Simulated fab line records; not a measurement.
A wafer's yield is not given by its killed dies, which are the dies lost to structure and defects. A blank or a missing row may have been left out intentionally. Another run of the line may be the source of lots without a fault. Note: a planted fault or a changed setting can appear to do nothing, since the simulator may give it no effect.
Split-lot trial | flow sfqLine | on a route of 325 steps: 5 lots, 23 wafers read

== ON THE SPLIT ==
At SFQ_TRILAYER_M8_DEP_EVAP_198 (material Pt, target thk 50 nm, time 250 s), the setting timeS was moved away from the recipe's 250 s on 9 of the 23 wafers read, by -12.1% to +8.4%. This setting was run at the recipe's value on the other wafers.

The reading comes from the split's own step.

== THE READING ==
Pt_of_TRILAYER_M8_DEP_EVAP_198.thkNm (the simulator's own value, which no gauge read), in nm, at SFQ_TRILAYER_M8_DEP_EVAP_198 (material Pt, target thk 50 nm, time 250 s). The file does not state a usual value for it. Across the 14 wafers here that went through the recipe, the average is 49.99 nm and the standard deviation 0.54 nm.

wafer  | tool, chamber at the split | timeS as run, s | against the recipe | Pt_of_TRILAYER_M8_DEP_EVAP_198.thkNm, nm | against lot-mates on the recipe
L074.1 | pvdSputter-02, -           | 250             | recipe             | 50.9                                     | -
L074.2 | pvdSputter-02, -           | 235.7           | -5.7%              | 48.22                                    | -2.87
L074.4 | pvdSputter-02, -           | 235.7           | -5.7%              | 47.93                                    | -3.16
L074.5 | pvdSputter-02, -           | 250             | recipe             | 51.27                                    | -
L074.6 | pvdSputter-02, -           | 235.7           | -5.7%              | 48.43                                    | -2.66
L078.1 | pvdSputter-02, -           | 250             | recipe             | 49.73                                    | -
L078.3 | pvdSputter-02, -           | 250             | recipe             | 49.44                                    | -
L078.4 | pvdSputter-02, -           | 250             | recipe             | 50.29                                    | -
L081.1 | pvdSputter-01, -           | 250             | recipe             | 49.72                                    | -
L081.2 | pvdSputter-01, -           | 271             | +8.4%              | 53.38                                    | +3.85
L081.3 | pvdSputter-01, -           | 250             | recipe             | 49.34                                    | -
L081.4 | pvdSputter-01, -           | 271             | +8.4%              | 53.39                                    | +3.86
L081.5 | pvdSputter-01, -           | 271             | +8.4%              | 53.29                                    | +3.76
L083.1 | pvdSputter-02, -           | 250             | recipe             | 50.3                                     | -
L083.3 | pvdSputter-02, -           | 250             | recipe             | 50.17                                    | -
L083.4 | pvdSputter-02, -           | 250             | recipe             | 49.64                                    | -
L083.5 | pvdSputter-02, -           | 250             | recipe             | 49.66                                    | -
L083.6 | pvdSputter-02, -           | 250             | recipe             | 50.01                                    | -
L082.1 | pvdSputter-01, -           | 250             | recipe             | 49.87                                    | -
L082.2 | pvdSputter-01, -           | 250             | recipe             | 49.51                                    | -
L082.3 | pvdSputter-01, -           | 219.8           | -12.1%             | 43.75                                    | -5.94
L082.4 | pvdSputter-01, -           | 219.8           | -12.1%             | 43.9                                     | -5.79
L082.6 | pvdSputter-01, -           | 219.8           | -12.1%             | 43.66                                    | -6.03

THE FIT
A straight line over all 23 wafers: Pt_of_TRILAYER_M8_DEP_EVAP_198.thkNm changes by +0.454 nm for each +1% of timeS; r = +0.97; the points scatter about the line by 0.63 nm.
The same after taking each lot's own level away (the mean of its wafers on the recipe; 23 wafers): +0.48 nm for each +1%; r = +1.00; scatter 0.24 nm.
Per that fit: largest timeS move, reading shift of 5.8 nm.
The span of the lots' own levels, 49.530 to 51.085 nm, comes to 2.9 times the standard deviation stated above.
Hence the lot-to-lot level has little effect on the slope; both slopes agree.
Check: with one of the wafers moved furthest among these (-12.1%) left out of the fit, the line predicts -5.84 nm for it against its lot-mates. It came out at -5.94 nm against them.

== FURTHER SPLITS ON THESE WAFERS ==
Note: prior to the reading, these wafers also went through further splits. Each is held against what the fit with the lots' levels taken away leaves over:
other split on the same wafers                 | wafers away from the commonest value | r with Pt_of_TRILAYER_M8_DEP_EVAP_198.thkNm (lot level and that fit taken away)
SFQ_TRILAYER_R5_LITHO_PEB_139 pebTimeS         | 7                                    | +0.03
SFQ_TRILAYER_C5_BARC_OPEN_VIA_ETCH_210 timeS   | 11                                   | +0.06
SFQ_TRILAYER_M6_LITHO_COAT_164 spinRpm         | 6                                    | -0.13
SFQ_TRILAYER_M6_LITHO_PEB_162 pebTempC         | 9                                    | -0.28
SFQ_TRILAYER_I6_VIA_LITHO_EXPOSE_170 doseMj    | 5                                    | +0.14
SFQ_TRILAYER_I6_VIA_ETCH_VIA_ETCH_172 biasW    | 9                                    | +0.23
SFQ_TRILAYER_M7_DEP_SPUTTER_175 powerW         | 7                                    | +0.12
SFQ_TRILAYER_M7_LITHO_COAT_177 resistThkNm     | 9                                    | +0.35
SFQ_TRILAYER_M7_BARC_OPEN_METAL_ETCH_229 biasW | 8                                    | +0.08
SFQ_TRILAYER_I7_VIA_LITHO_COAT_187 resistThkNm | 6                                    | -0.24
SFQ_TRILAYER_M8_LITHO_COAT_193 resistThkNm     | 5                                    | +0.10

== FILE'S OWN FIT ==
Pt_of_TRILAYER_M8_DEP_EVAP_198.thkNm changes by +0.482 nm for each +1% of timeS, r = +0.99.
